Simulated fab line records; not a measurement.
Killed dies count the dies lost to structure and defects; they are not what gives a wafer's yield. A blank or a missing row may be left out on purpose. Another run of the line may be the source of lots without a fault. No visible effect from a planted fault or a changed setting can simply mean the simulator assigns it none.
fab line records	flow gf180mcu
record: lots: 10	wafers: 30	lastDay: 33
route steps=602 shown M4@471 MIM@506 M5@533
lots with no fault: from the same line, run without faults
startH: the number of hours between the record's first day and the start of the first shown wafer of the lot	waitH: hours from the lot's prior step to this one	" identical to the entry in the row above	L1.1+2: a row that stands for several wafers	- no value, or no start given	* or withheld: withheld	< > ~ a bound
route shown NAME@n: names a module that has steps shown in the file, with the first one's number in the route	usual: mean/standard deviation taken from wafers without a fault	same: alike in all rows	chamber/n: place in a boat	sites: per-site readings	_std_site: how widely they spread, as a standard deviation	_edge_site: the outer-site mean with the inner-site mean subtracted	radiusMm: how far each site lies from the wafer's centre	mask NAME#n: copy n	behind: tool/chamber where the wafer was last shaped	hold: cause of the lot's hold/its duration in hours/its outcome	device: the n, p or np transistor that did not switch	end of line: tests of these same wafers at the route's end	where a step has no rows: the recipe by itself	killed: the dies lost at the first sort to structure and to defects; this is not the yield of the wafer	map: shows each die of a wafer: x if killed, . if not, _ if none is there
set.NAME: the run value of the setting; set.NAME@STEP: its run value at that earlier step	model.NAME: the simulator's own value behind a step, which no gauge read
a sample of lots followed through the steps of the route, with each step as a table and each wafer as a row
services: the hour from which a tool's chamber was out of use, counted from the record's first day as startH (under 0 if before that day), plus the number of hours and why
== steps ==
step: GF_M4_OVL_MEAS_15
usual: M4_OVL: -2/5.7
lot.wafer	tool	chamber	startH	waitH	M4_OVL[nm]
L721.1	overlay-02	-	539.87	0.1	-14
L721.3	"	-	"	"	-11
L721.6	"	-	"	"	-3
L722.3	overlay-01	-	553.83	0.1	-2
L722.4	"	-	"	"	-3
L722.6	"	-	"	"	-4
L723.1	overlay-02	-	558.56	0.1	-2
L723.3	"	-	"	"	6
L723.5	"	-	"	"	3
L730.1	overlay-01	-	615.78	0.1	-11
L730.2	"	-	"	"	-3
L730.5	"	-	"	"	-9
L731.2	overlay-02	-	628.59	0.1	8
L731.3	"	-	"	"	6
L731.4	"	-	"	"	2
L732.2	overlay-02	-	630.29	0.1	-8
L732.3	"	-	"	"	-11
L732.6	"	-	"	"	-1
L734.1	overlay-01	-	641.52	0.1	4
L734.3	"	-	"	"	6
L734.4	"	-	"	"	-7
L735.1	overlay-02	-	655.67	0.1	4
L735.2	"	-	"	"	11
L735.6	"	-	"	"	12
L738.1	overlay-01	-	671.87	0.1	0
L738.3	"	-	"	"	4
L738.4	"	-	"	"	5
L739.2	overlay-01	-	681.57	0.1	-11
L739.4	"	-	"	"	-10
L739.6	"	-	"	"	-12
step: GF_MIM_SPUTTER_03
recipe: material: Ti	targetThkNm: 10	substrateTempC: 300	chamberPressurePa: 0.3	powerW: 3000	timeS: 6.7
usual: cathodeDcPowerW: 3000.0/0.58	throttleValvePct: 29.2/0.86
lot.wafer	tool	chamber	startH	waitH	cathodeDcPowerW	throttleValvePct
L721.1	pvdSputter-01	-	565.62	0.0	2999.6	27.4
L721.3	"	-	"	"	2999.7	28.8
L721.6	"	-	"	"	3000.2	28.7
L722.3	pvdSputter-03	-	579.34	0.0	3000.5	29.2
L722.4	"	-	"	"	3000.0	31.8
L722.6	"	-	"	"	2998.7	29.6
L723.1	pvdSputter-03	-	583.32	0.0	3000.0	29.7
L723.3	"	-	"	"	2999.3	31.3
L723.5	"	-	"	"	2999.4	29.3
L730.1	pvdSputter-02	-	638.69	0.0	3000.4	30.0
L730.2	"	-	"	"	3000.8	29.7
L730.5	"	-	"	"	2999.2	27.8
L731.2	pvdSputter-02	-	651.36	0.0	3000.6	28.0
L731.3	"	-	"	"	3000.7	30.0
L731.4	"	-	"	"	3000.3	30.0
L732.2	pvdSputter-01	-	653.13	0.0	3000.2	29.4
L732.3	"	-	"	"	3000.7	28.8
L732.6	"	-	"	"	3000.1	28.7
L734.1	pvdSputter-01	-	664.87	0.0	2999.8	28.9
L734.3	"	-	"	"	2999.4	27.9
L734.4	"	-	"	"	2999.4	28.8
L735.1	pvdSputter-01	-	678.17	0.0	3000.5	28.6
L735.2	"	-	"	"	2999.3	28.9
L735.6	"	-	"	"	3000.3	27.8
L738.1	pvdSputter-02	-	694.02	0.0	3000.2	29.7
L738.3	"	-	"	"	2999.1	29.7
L738.4	"	-	"	"	2999.4	28.0
L739.2	pvdSputter-03	-	703.18	0.0	2999.9	31.5
L739.4	"	-	"	"	3001.5	29.0
L739.6	"	-	"	"	2999.7	29.5
step: GF_MIM_SPUTTER_08
recipe: material: AlCu	targetThkNm: 200	powerW: 10600	timeS: 10.6	chamberPressurePa: 0.4
usual: cathodeDcPowerW: 10600/1.9	throttleValvePct: 29.3/0.95
lot.wafer	tool	chamber	startH	waitH	cathodeDcPowerW	throttleValvePct
L721.1	pvdSputter-01	-	565.81	0.0	10602	28.7
L721.3	"	-	"	"	10603	28.8
L721.6	"	-	"	"	10596	27.6
L722.3	pvdSputter-02	-	579.53	0.0	10603	29.7
L722.4	"	-	"	"	10598	29.9
L722.6	"	-	"	"	10600	28.4
L723.1	pvdSputter-02	-	583.51	0.0	10600	29.9
L723.3	"	-	"	"	10602	28.1
L723.5	"	-	"	"	10599	28.0
L730.1	pvdSputter-03	-	638.89	0.0	9856.7	29.4
L730.2	"	-	"	"	9857.2	31.5
L730.5	"	-	"	"	9858.7	29.2
L731.2	pvdSputter-01	-	651.56	0.0	10599	29.3
L731.3	"	-	"	"	10603	27.9
L731.4	"	-	"	"	10599	29.0
L732.2	pvdSputter-03	-	653.33	0.0	9859.9	29.3
L732.3	"	-	"	"	9858.8	29.5
L732.6	"	-	"	"	9856.9	31.4
L734.1	pvdSputter-02	-	665.07	0.0	10601	29.7
L734.3	"	-	"	"	10600	29.9
L734.4	"	-	"	"	10600	27.7
L735.1	pvdSputter-02	-	678.37	0.0	10602	29.7
L735.2	"	-	"	"	10601	28.2
L735.6	"	-	"	"	10600	28.2
L738.1	pvdSputter-01	-	694.22	0.0	10599	29.2
L738.3	"	-	"	"	10604	28.8
L738.4	"	-	"	"	10600	28.9
L739.2	pvdSputter-02	-	703.39	0.0	10598	27.7
L739.4	"	-	"	"	10599	29.8
L739.6	"	-	"	"	10599	28.0
step: GF_MIM_RS_MEAS_10
recipe: thkMeasGauge: four-point-probe	reads: TiN_of_MIM_SPUTTER_09+AlCu_of_MIM_SPUTTER_08+TiN_of_MIM_SPUTTER_07
usual: MIM_ALCU_RS: 0.1603/0.0014
lot.wafer	tool	chamber	startH	waitH	hold	MIM_ALCU_RS[ohm/sq]
L721.1	filmMetro-04	-	565.87	0.0	-	0.1598
L721.3	"	-	"	"	-	0.1593
L721.6	"	-	"	"	-	0.1592
L722.3	filmMetro-01	-	579.63	0.1	-	0.1620
L722.4	"	-	"	"	-	0.1618
L722.6	"	-	"	"	-	0.1625
L723.1	filmMetro-02	-	583.57	0.0	-	0.1600
L723.3	"	-	"	"	-	0.1598
L723.5	"	-	"	"	-	0.1595
L730.1	filmMetro-02	-	638.94	0.0	awaitDispo/0.2h/release	0.1736
L730.2	"	-	"	"	awaitDispo/0.2h/release	0.1733
L730.5	"	-	"	"	awaitDispo/0.2h/release	0.1744
L730.1	filmMetro-02	-	639.23	0.3	-	0.1738
L730.2	"	-	"	"	-	0.1732
L730.5	"	-	"	"	-	0.1742
L731.2	filmMetro-02	-	651.64	0.0	-	0.1620
L731.3	"	-	"	"	-	0.1602
L731.4	"	-	"	"	-	0.1608
L732.2	filmMetro-04	-	653.41	0.0	awaitDispo/0.2h/release	0.1723
L732.3	"	-	"	"	awaitDispo/0.2h/release	0.1725
L732.6	"	-	"	"	awaitDispo/0.2h/release	0.1712
L732.2	filmMetro-04	-	653.69	0.3	-	0.1718
L732.3	"	-	"	"	-	0.1726
L732.6	"	-	"	"	-	0.1713
L734.1	filmMetro-04	-	665.12	0.0	-	0.1594
L734.3	"	-	"	"	-	0.1602
L734.4	"	-	"	"	-	0.1601
L735.1	filmMetro-01	-	678.43	0.0	-	0.1593
L735.2	"	-	"	"	-	0.1599
L735.6	"	-	"	"	-	0.1591
L738.1	filmMetro-01	-	694.28	0.0	-	0.1621
L738.3	"	-	"	"	-	0.1632
L738.4	"	-	"	"	-	0.1620
L739.2	filmMetro-02	-	703.47	0.0	-	0.1609
L739.4	"	-	"	"	-	0.1598
L739.6	"	-	"	"	-	0.1601
step: GF_MIM_THK_MEAS_11
recipe: thkMeasGauge: xrf	reads: AlCu_of_MIM_SPUTTER_08
usual: MIM_ALCU_THK: 202.0/2
lot.wafer	tool	chamber	startH	waitH	hold	MIM_ALCU_THK[nm]
L721.1	filmMetro-04	-	565.99	0.1	-	201.8
L721.3	"	-	"	"	-	202.6
L721.6	"	-	"	"	-	201.2
L722.3	filmMetro-01	-	579.73	0.1	-	200.5
L722.4	"	-	"	"	-	201.2
L722.6	"	-	"	"	-	201.0
L723.1	filmMetro-02	-	583.69	0.1	-	201.3
L723.3	"	-	"	"	-	202.4
L723.5	"	-	"	"	-	201.8
L730.1	filmMetro-02	-	641.15	1.9	awaitDispo/0.2h/release	187.5
L730.2	"	-	"	"	awaitDispo/0.2h/release	188.9
L730.5	"	-	"	"	awaitDispo/0.2h/release	187.3
L730.1	filmMetro-02	-	641.37	0.2	-	188.2
L730.2	"	-	"	"	-	188.5
L730.5	"	-	"	"	-	187.4
L731.2	filmMetro-02	-	651.75	0.1	-	199.2
L731.3	"	-	"	"	-	201.5
L731.4	"	-	"	"	-	200.4
L732.2	filmMetro-04	-	663.36	9.6	awaitDispo/0.2h/release	188.8
L732.3	"	-	"	"	awaitDispo/0.2h/release	188.6
L732.6	"	-	"	"	awaitDispo/0.2h/release	190.3
L732.2	filmMetro-04	-	663.60	0.2	-	188.7
L732.3	"	-	"	"	-	187.4
L732.6	"	-	"	"	-	188.2
L734.1	filmMetro-04	-	665.24	0.1	-	204.2
L734.3	"	-	"	"	-	203.2
L734.4	"	-	"	"	-	203.5
L735.1	filmMetro-01	-	678.55	0.1	-	204.2
L735.2	"	-	"	"	-	202.6
L735.6	"	-	"	"	-	203.5
L738.1	filmMetro-01	-	694.40	0.1	-	199.7
L738.3	"	-	"	"	-	199.2
L738.4	"	-	"	"	-	200.0
L739.2	filmMetro-02	-	703.58	0.1	-	201.2
L739.4	"	-	"	"	-	202.5
L739.6	"	-	"	"	-	202.5
step: GF_MIM_METAL_ETCH_19
recipe: chemistry: Cl2/BCl3	maskMaterial: NOVOLAK	stopOn: Si3N4	targetDepthNm: 324.5	pressureMtorr: 8	icpW: 800	biasW: 140	Cl2_flow_sccm: 80	bcl3FlowSccm: 40	timeS: 54.1
usual: bcl3FlowSccm: 39.98/0.13	drypumpMotorCurrentA: 5.78/0.15	oesProductAu: 0.942/0.0063	throttleValvePct: 28.283/0.01
lot.wafer	tool	chamber	startH	waitH	bcl3FlowSccm	drypumpMotorCurrentA	oesProductAu	rfHoursCounterH	throttleValvePct
L721.1	rieMetal-03	1	587.70	0.1	39.95	5.47	0.943	6	28.284
L721.3	"	0	"	"	39.98	5.58	0.953	-	28.275
L721.6	"	0	"	"	39.97	5.62	0.949	-	28.264
L722.3	rieMetal-01	1	601.02	0.1	39.98	5.84	0.930	-	28.286
L722.4	"	0	"	"	39.60	5.84	0.931	-	28.272
L722.6	"	1	"	"	39.97	5.87	0.943	-	28.288
L723.1	rieMetal-01	0	604.92	0.3	39.95	5.87	0.936	13	28.286
L723.3	"	0	"	"	39.68	5.85	0.951	-	28.276
L723.5	"	0	"	"	39.85	5.88	0.947	-	28.288
L730.1	rieMetal-03	0	658.60	0.1	39.85	5.58	0.914	6	28.304
L730.2	"	1	"	"	40.03	5.51	0.911	8	28.297
L730.5	"	1	"	"	40.05	5.48	0.920	-	28.325
L731.2	rieMetal-01	0	670.04	0.1	39.98	5.88	0.935	0	28.301
L731.3	"	0	"	"	40.04	5.87	0.946	-	28.299
L731.4	"	1	"	"	39.96	5.90	0.934	-	28.294
L732.2	rieMetal-01	0	672.29	0.1	39.94	5.87	0.924	0	28.307
L732.3	"	1	"	"	39.58	5.86	0.926	-	28.306
L732.6	"	1	"	"	39.92	5.93	0.922	-	28.289
L734.1	rieMetal-01	0	684.04	0.1	40.24	5.87	0.944	1	28.285
L734.3	"	0	"	"	40.01	5.85	0.933	-	28.260
L734.4	"	1	"	"	39.82	5.89	0.943	-	28.288
L735.1	rieMetal-04	0	696.75	0.1	39.95	5.90	0.957	8	28.274
L735.2	"	1	"	"	39.87	5.80	0.936	4	28.296
L735.6	"	0	"	"	40.09	5.91	0.941	-	28.299
L738.1	rieMetal-03	1	712.49	0.1	40.07	5.48	0.939	10	28.287
L738.3	"	0	"	"	40.05	5.60	0.932	-	28.284
L738.4	"	1	"	"	39.99	5.49	0.941	-	28.306
L739.2	rieMetal-04	0	721.24	0.1	39.92	5.89	0.934	9	28.286
L739.4	"	1	"	"	40.02	5.81	0.945	-	28.276
L739.6	"	0	"	"	40.00	5.90	0.947	-	28.285
step: GF_M5_CD_MEAS_07
recipe: targetCdNm: 280
usual: cdNm: 279.9/1.3
lot.wafer	tool	chamber	startH	waitH	cdNm
L721.1	cdSem-01	-	610.24	0.1	280.8
L721.3	"	-	"	"	281.7
L721.6	"	-	"	"	281.6
L722.3	cdSem-02	-	622.54	0.1	282.0
L722.4	"	-	"	"	281.8
L722.6	"	-	"	"	280.6
L723.1	cdSem-01	-	626.34	0.1	278.0
L723.3	"	-	"	"	279.1
L723.5	"	-	"	"	278.9
L730.1	cdSem-01	-	678.20	0.1	279.3
L730.2	"	-	"	"	279.2
L730.5	"	-	"	"	279.3
L731.2	cdSem-02	-	689.46	0.1	282.5
L731.3	"	-	"	"	282.4
L731.4	"	-	"	"	281.9
L732.2	cdSem-01	-	691.71	0.1	278.1
L732.3	"	-	"	"	278.9
L732.6	"	-	"	"	278.6
L734.1	cdSem-02	-	703.05	0.1	279.5
L734.3	"	-	"	"	278.4
L734.4	"	-	"	"	279.9
L735.1	cdSem-02	-	715.30	0.1	279.3
L735.2	"	-	"	"	280.6
L735.6	"	-	"	"	280.7
L738.1	cdSem-01	-	730.75	0.1	278.9
L738.3	"	-	"	"	280.3
L738.4	"	-	"	"	280.3
L739.2	cdSem-01	-	739.11	0.1	279.8
L739.4	"	-	"	"	279.9
L739.6	"	-	"	"	280.4
== services ==
tool	chamber	startH	hours	kind
pvdSputter-02	-	562.78	9.5	repair
pvdSputter-01	2	576.52	-	consumableReplace:kit
pvdSputter-01	2	576.52	18.0	scheduledDown
pvdSputter-01	2	576.52	18.0	ventCycle
rieMetal-01	-	584.68	1.4	pm
rieMetal-03	-	591.20	14.6	pm
rieMetal-04	-	600.75	14.6	pm
pvdSputter-01	-	602.63	1.8	repair
rieMetal-01	1	603.58	9.0	repair
rieMetal-01	1	614.71	1.6	repair
rieMetal-01	1	616.32	-	clean
rieMetal-01	1	616.32	13.1	scheduledDown
rieMetal-01	1	616.32	13.1	ventCycle
pvdSputter-02	3	630.98	-	consumableReplace:kit
pvdSputter-02	3	630.98	18.0	scheduledDown
pvdSputter-02	3	630.98	18.0	ventCycle
pvdSputter-03	3	636.31	-	consumableReplace:kit
rieMetal-04	-	662.70	1.7	repair
rieMetal-04	0	682.02	4.0	repair
pvdSputter-01	-	689.62	0.5	repair
pvdSputter-01	1	695.39	-	consumableReplace:kit
pvdSputter-01	1	695.39	18.0	scheduledDown
pvdSputter-01	1	695.39	18.0	ventCycle
pvdSputter-03	-	700.83	1.9	repair
== key ==
firstSign: step: GF_MIM_SPUTTER_08	reading: cathodeDcPowerW	direction: down	sigmas: 99+	usual: 10600	struck: 9858.0
effect: step: GF_MIM_RS_MEAS_10	reading: visit	direction: added
effect: step: GF_MIM_RS_MEAS_10	reading: MIM_ALCU_RS	direction: up	sigmas: 9.1	usual: 0.1603	struck: 0.1729
effect: step: GF_MIM_THK_MEAS_11	reading: visit	direction: added
effect: step: GF_MIM_THK_MEAS_11	reading: MIM_ALCU_THK	direction: down	sigmas: 6.8	usual: 202.0	struck: 188.6
effect: step: GF_MIM_METAL_ETCH_19	reading: oesProductAu	direction: down	sigmas: 3.6	usual: 0.942	struck: 0.920
metAt GF_MIM_SPUTTER_08
struckLots L730,L732
notActingAt GF_M4_OVL_MEAS_15,GF_MIM_SPUTTER_03,GF_M5_CD_MEAS_07
fault: kind: processParameterDrift	tool: pvdSputter-03	chamber: -	onsetH: 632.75	steps: GF_MIM_SPUTTER_08	channel: powerW	offset: -742.03	shape: step	endH: 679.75	actsIn: theseRecipesOnly	stated: 10600
